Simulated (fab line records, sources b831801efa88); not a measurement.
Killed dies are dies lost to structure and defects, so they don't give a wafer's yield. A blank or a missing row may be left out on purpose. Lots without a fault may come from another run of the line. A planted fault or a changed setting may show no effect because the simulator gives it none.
fab line records | flow sky130
record lots=11 wafers=33 last_day=50
route steps=708 shown CONTACT@433 METAL1@438 PAD_OPEN@708
lots that met no fault: from a run of the same line without faults
start_h: hours from the record's first day to the start of the lot's first wafer shown | wait_h: hours since the lot's step before | " the same as in the row above | L1.1+2: a row that stands for several wafers | - no value, or no start given | * or withheld: withheld | < > ~ a bound
route shown NAME@n: a module of which the file shows steps, and the number in the route of the first | usual: mean/standard deviation of fault-free wafers | same: alike in all rows | chamber/n: place in a boat | sites: the reading at each site | _std_site: their standard deviation | _edge_site: outer sites' mean less inner sites' | radius_mm: how far each site lies from the wafer's centre | mask NAME#n: copy n | behind: the tool/chamber that last shaped the wafer | hold: why the lot was held/for how many hours/how that ended | device: the transistor (n, p or np) that didn't switch | end of line: the same wafers' tests at the end of the route | a step without rows: its recipe alone | killed: dies lost to structure and defects at the first sort, not the wafer's yield | map: a wafer's dies, x killed, . not, _ none there
set.NAME: the setting as run; set.NAME@STEP: as run at that earlier step | model.NAME: the simulator's own value behind a step, which no gauge read
steps of the route over a sample of lots; a table a step, a row a wafer
services: from which hour (start_h, from the record's first day; less than 0 if before it) a tool's chamber was out of use, for how many hours, and why
## steps
# step SKY_CONTACT_CMP_27
# recipe stop_on=SiO2 t_overpolish_s=15 down_force_psi=3.5 platen_rpm=60 target_thk_nm=0 pad_velocity_m_s=0.94248
# usual motor_current_A=11.0/1.3 overpolish_run_s=15.000/0.0091 slurry_filter_dp_kPa=13.50/0.15 time_to_endpoint_s=81.8/2.6
# columns lot.wafer tool chamber start_h wait_h motor_current_A overpolish_run_s slurry_filter_dp_kPa time_to_endpoint_s
L583.4 cmp-02 3 733.10 0.0 9.6 14.981 13.69 82.7
L583.1 " 2 " " 10.9 14.998 13.48 79.7
L583.5 " 3 " " 9.1 14.990 13.33 84.0
L584.3 cmp-02 2 735.00 0.0 10.3 14.997 13.61 83.6
L584.4 " 3 " " 9.4 14.995 13.23 83.3
L584.6 " 2 " " 10.2 15.010 13.50 82.3
L585.1 cmp-01 3 747.67 0.1 10.7 15.011 13.72 80.3
L585.5 " 3 " " 11.4 14.999 13.37 81.5
L585.6 " 0 " " 10.4 15.006 13.25 82.5
L593.1 cmp-02 2 825.24 0.1 10.5 14.990 13.51 78.8
L593.3 " 3 " " 9.9 14.997 13.61 80.2
L593.5 " 0 " " 10.4 15.007 13.57 83.3
L597.1 cmp-01 1 847.53 0.1 9.6 14.988 13.67 79.6
L597.3 " 2 " " 13.6 14.993 13.57 84.9
L597.2 " 3 " " 11.6 15.014 13.61 77.5
L598.1 cmp-01 1 855.98 0.1 10.2 14.993 13.71 79.2
L598.3 " 2 " " 13.5 14.994 13.49 82.0
L598.6 " 0 " " 9.8 14.986 13.33 86.0
L602.2 cmp-02 1 888.55 0.0 11.9 15.015 13.39 89.6
L602.1 " 0 " " 10.5 15.010 13.58 81.2
L602.5 " 1 " " 12.2 14.997 13.65 83.5
L603.4 cmp-01 1 892.63 0.0 9.9 14.989 13.46 83.0
L603.5 " 1 " " 10.3 14.997 13.35 79.3
L603.6 " 2 " " 13.1 15.008 13.67 80.8
L604.1 cmp-01 2 893.91 0.1 13.9 15.015 13.39 79.7
L604.3 " 0 " " 10.5 14.989 13.62 81.9
L604.5 " 3 " " 10.8 15.004 13.44 79.6
L605.2 cmp-01 0 899.40 0.0 10.2 14.993 13.41 85.5
L605.3 " 3 " " 11.2 14.988 13.54 79.4
L605.6 " 1 " " 9.8 15.003 13.49 84.9
L606.2 cmp-01 0 912.20 0.1 10.4 15.008 13.67 86.6
L606.3 " 1 " " 9.6 15.001 13.47 86.0
L606.5 " 0 " " 10.5 15.012 13.32 83.0
# step SKY_METAL1_SPUTTER_04
# recipe material=TiN target_thk_nm=70 power_w=6500 time_s=58.3 chamber_pressure_pa=0.4
# usual throttle_valve_pct=30.1/0.69
# columns lot.wafer tool chamber start_h wait_h throttle_valve_pct
L583.1 pvd_sputter-03 - 733.49 0.0 29.1
L583.4 " - " " 30.3
L583.5 " - " " 29.0
L584.3 pvd_sputter-03 - 735.39 0.0 30.3
L584.4 " - " " 29.6
L584.6 " - " " 29.2
L585.1 pvd_sputter-03 - 748.06 0.0 29.4
L585.5 " - " " 29.5
L585.6 " - " " 30.2
L593.1 pvd_sputter-04 - 825.53 0.0 31.2
L593.3 " - " " 29.4
L593.5 " - " " 30.8
L597.1 pvd_sputter-02 - 847.92 0.0 31.3
L597.2 " - " " 30.3
L597.3 " - " " 30.3
L598.1 pvd_sputter-03 - 856.32 0.0 29.2
L598.3 " - " " 30.4
L598.6 " - " " 30.2
L602.1 pvd_sputter-04 - 888.94 0.0 29.4
L602.2 " - " " 31.3
L602.5 " - " " 30.7
L603.4 pvd_sputter-04 - 893.02 0.0 29.7
L603.5 " - " " 31.1
L603.6 " - " " 29.6
L604.1 pvd_sputter-02 - 894.30 0.0 30.0
L604.3 " - " " 30.3
L604.5 " - " " 30.0
L605.2 pvd_sputter-04 - 899.79 0.0 29.2
L605.3 " - " " 30.9
L605.6 " - " " 30.6
L606.2 pvd_sputter-04 - 912.54 0.0 29.6
L606.3 " - " " 31.2
L606.5 " - " " 31.2
# step SKY_METAL1_EXPOSE_12
# recipe mask_id=MM1 na=0.8 source_shape=annular sigma_inner=0.55 sigma_outer=0.85 target_cd_nm=140 dose_mj=28
# columns lot.wafer tool chamber start_h wait_h mask
L583.1+4+5 krf_scanner-01 0 747.56 - MM1#0
L584.3+4+6 krf_scanner-01 0 749.62 - MM1#0
L585.1+5+6 krf_scanner-01 0 762.01 - MM1#0
L593.1+3+5 krf_scanner-01 0 838.41 - MM1#0
L597.1+2+3 krf_scanner-02 0 860.91 - MM1#0
L598.1+3+6 krf_scanner-02 0 869.81 - MM1#0
L602.1+2+5 krf_scanner-02 0 901.86 - MM1#0
L603.4+5+6 krf_scanner-01 0 905.99 - MM1#0
L604.1+3+5 krf_scanner-02 0 907.64 - MM1#0
L605.2+3+6 krf_scanner-02 0 912.63 - MM1#0
L606.2+3+5 krf_scanner-01 0 925.51 - MM1#0
# step SKY_METAL1_CD_MEAS_15
# recipe target_cd_nm=140
# usual cd_nm=140.4/1.5
# columns lot.wafer tool chamber start_h wait_h hold cd_nm
L583.1 cd_sem-01 - 760.81 - - 140.5
L583.4 " - " " - 141.9
L583.5 " - " " - 139.3
L584.3 cd_sem-02 - 763.30 - - 139.9
L584.4 " - " " - 139.5
L584.6 " - " " - 140.2
L585.1 cd_sem-01 - 775.39 - - 139.7
L585.5 " - " " - 140.6
L585.6 " - " " - 138.5
L593.1 cd_sem-01 - 851.61 - await_dispo/0.2h/release 137.9
L593.3 " - " " await_dispo/0.2h/release 134.4
L593.5 " - " " await_dispo/0.2h/release 137.6
L593.1 cd_sem-01 - 851.90 0.3 - 137.2
L593.3 " - " " - 134.6
L593.5 " - " " - 137.7
L597.1 cd_sem-01 - 873.49 - - 138.6
L597.2 " - " " - 138.2
L597.3 " - " " - 138.9
L598.1 cd_sem-01 - 882.76 - - 144.0
L598.3 " - " " - 143.6
L598.6 " - " " - 141.4
L602.1 cd_sem-01 - 914.16 - - 141.7
L602.2 " - " " - 142.4
L602.5 " - " " - 141.4
L603.4 cd_sem-02 - 918.12 - - 140.1
L603.5 " - " " - 139.6
L603.6 " - " " - 140.2
L604.1 cd_sem-01 - 919.71 - - 141.1
L604.3 " - " " - 139.4
L604.5 " - " " - 138.5
L605.2 cd_sem-01 - 924.86 - - 140.1
L605.3 " - " " - 139.8
L605.6 " - " " - 140.9
L606.2 cd_sem-01 - 937.63 - - 140.1
L606.3 " - " " - 140.5
L606.5 " - " " - 139.7
# step SKY_METAL1_ETCH_18
# recipe chemistry=N2/H2 target=BARC ion_energy_ev=200 bias_w=100 pressure_mtorr=30 n2_flow_sccm=100 h2_flow_sccm=200 icp_w=500 stop_on=SiO2 time_s=45.9 target_depth_a=600
# usual drypump_motor_current_A=5.88/0.27 oes_product_au=0.855/0.0043 throttle_valve_pct=13.224/0.0099
# columns lot.wafer tool chamber start_h wait_h drypump_motor_current_A oes_product_au rf_hours_counter_h throttle_valve_pct
L583.1 rie_metal-01 1 760.99 0.0 6.16 0.851 8 13.224
L583.4 " 0 " " 5.44 0.853 - 13.219
L583.5 " 1 " " 6.18 0.851 - 13.220
L584.3 rie_metal-04 1 763.46 0.0 6.19 0.853 - 13.228
L584.4 " 0 " " 5.97 0.858 - 13.222
L584.6 " 1 " " 6.19 0.859 - 13.239
L585.1 rie_metal-01 1 775.57 0.0 6.16 0.859 8 13.215
L585.5 " 1 " " 6.17 0.847 - 13.222
L585.6 " 0 " " 5.45 0.851 - 13.227
L593.1 rie_metal-02 1 852.08 0.0 5.84 0.854 10 13.229
L593.3 " 1 " " 5.85 0.851 - 13.208
L593.5 " 1 " " 5.82 0.855 - 13.237
L597.1 rie_metal-02 1 873.70 0.1 5.86 0.859 11 13.228
L597.2 " 1 " " 5.86 0.857 - 13.234
L597.3 " 1 " " 5.85 0.859 - 13.217
L598.1 rie_metal-01 1 882.94 0.0 6.17 0.857 12 13.230
L598.3 " 1 " " 6.17 0.851 - 13.223
L598.6 " 1 " " 6.16 0.858 - 13.228
L602.1 rie_metal-04 1 914.34 0.0 6.18 0.858 11 13.240
L602.2 " 0 " " 5.98 0.857 7 13.203
L602.5 " 0 " " 5.97 0.849 - 13.215
L603.4 rie_metal-04 0 918.27 0.0 5.99 0.860 - 13.211
L603.5 " 0 " " 5.99 0.856 - 13.226
L603.6 " 1 " " 6.22 0.856 - 13.213
L604.1 rie_metal-02 0 919.89 0.0 5.63 0.855 2 13.217
L604.3 " 0 " " 5.62 0.857 - 13.207
L604.5 " 1 " " 5.87 0.856 - 13.236
L605.2 rie_metal-01 1 925.02 0.0 6.19 0.852 14 13.224
L605.3 " 1 " " 6.16 0.854 - 13.220
L605.6 " 0 " " 5.46 0.855 - 13.221
L606.2 rie_metal-04 1 937.79 0.0 6.22 0.853 12 13.228
L606.3 " 0 " " 5.95 0.859 - 13.215
L606.5 " 0 " " 5.96 0.856 - 13.239
# step SKY_PAD_OPEN_PROBE_99
# usual defect_limited_yield=82.8/1.9 killed_at_M0_to_M3=42/6.9 killed_at_M4_up=3.2/1.7 killed_at_contacts=23/5.5 killed_at_front_end=16/4 killed_at_other=0.4/0.55 killed_dies=85/9.2 killed_open=46/6.8 killed_short=38/6.2 sort_bin_3_pad_short=0.9/0.4 sort_bin_5_function=10.2/1.5 sort_bin_6_memory=6.2/1.1 sort_n_pass=407/9.2 sort_yield_pct=82.8/1.9
# same gross_dies=492 killed_at_back_side=0 sort_bin_4_leakage[%]=0 sort_bin_8_speed[%]=0
# columns lot.wafer tool chamber start_h wait_h defect_limited_yield[%] killed_at_M0_to_M3 killed_at_M4_up killed_at_contacts killed_at_front_end killed_at_other killed_dies killed_open killed_short sort_bin_3_pad_short[%] sort_bin_5_function[%] sort_bin_6_memory[%] sort_n_pass sort_yield_pct[%]
L598.1 prober-01 - 1163.31 0.1 83.9 36 5 17 21 0 79 40 39 1.2 8.9 5.9 413 83.9
L598.3 prober-01 - 1163.41 0.2 85.6 31 5 20 15 0 71 41 30 1.0 7.9 5.5 421 85.6
L598.6 prober-01 - 1163.56 0.2 82.7 34 6 22 22 1 85 42 43 1.0 10.0 6.3 407 82.7
# killed by level:class
L598.1 METAL2:geometric_particle:short=8 FIELD_ISO:geometric_particle:short=7 VIA3:geometric_particle:open=7 VIA2:geometric_particle:open=7 VIA1:geometric_particle:open=7 CONTACT:geometric_particle:open=6 CONTACT:geometric_particle:short=5 POLY_GATE:geometric_particle:open=4
L598.3 LI_CONTACT:geometric_particle:open=8 VIA2:geometric_particle:open=6 VIA3:geometric_particle:short=6 FIELD_ISO:geometric_particle:open=5 POLY_GATE:geometric_particle:open=5 CONTACT:geometric_particle:open=5 VIA3:geometric_particle:open=5 LOCAL_INTERCONNECT:geometric_particle:short=4
L598.6 FIELD_ISO:geometric_particle:open=8 CONTACT:geometric_particle:open=6 METAL2:geometric_particle:short=6 FIELD_ISO:geometric_particle:short=5 LI_CONTACT:geometric_particle:open=5 CONTACT:geometric_particle:short=5 POLY_GATE:geometric_particle:open=4 METAL1:geometric_particle:short=4
## services
# columns tool chamber start_h hours kind
cmp-02 - 719.21 0.6 repair
krf_scanner-01 - 739.00 1.4 repair
cmp-02 - 744.00 4.0 pm
krf_scanner-01 - 748.78 0.8 pm
krf_scanner-02 - 767.14 6.5 repair
cmp-02 - 769.86 2.8 repair
krf_scanner-02 - 773.65 0.8 pm
krf_scanner-01 - 783.58 1.0 pm
krf_scanner-02 - 806.81 1.0 pm
krf_scanner-02 - 829.86 4.4 pm
krf_scanner-01 - 834.23 3.6 pm
pvd_sputter-04 - 847.65 3.6 repair
krf_scanner-02 - 848.44 4.0 pm
krf_scanner-02 - 857.07 1.3 pm
krf_scanner-01 - 859.72 0.3 repair
krf_scanner-02 - 876.76 0.8 pm
krf_scanner-01 - 881.76 1.3 pm
cmp-01 - 883.16 2.1 repair
krf_scanner-01 - 896.02 4.0 pm
cmp-01 - 900.75 5.7 repair
cmp-01 - 912.45 4.0 pm
krf_scanner-01 - 917.58 0.8 pm
cmp-01 - 920.24 1.6 repair
krf_scanner-02 - 928.98 3.6 pm
## key
first_sign step=SKY_METAL1_CD_MEAS_15 reading=visit direction=added
effect step=SKY_METAL1_CD_MEAS_15 reading=cd_nm direction=down sigmas=2.5 usual=140.4 struck=136.7 wafers_moved=1
met_at SKY_METAL1_EXPOSE_12
struck_lots L593
not_acting_at SKY_CONTACT_CMP_27,SKY_METAL1_SPUTTER_04,SKY_METAL1_ETCH_18
onset_between 762.01 838.41
fault kind=process_parameter_drift tool=krf_scanner-01 chamber=- onset_h=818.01 steps=SKY_METAL1_EXPOSE_12 channel=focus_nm offset=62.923 spread_by_wafer=0.3 shape=step end_h=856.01
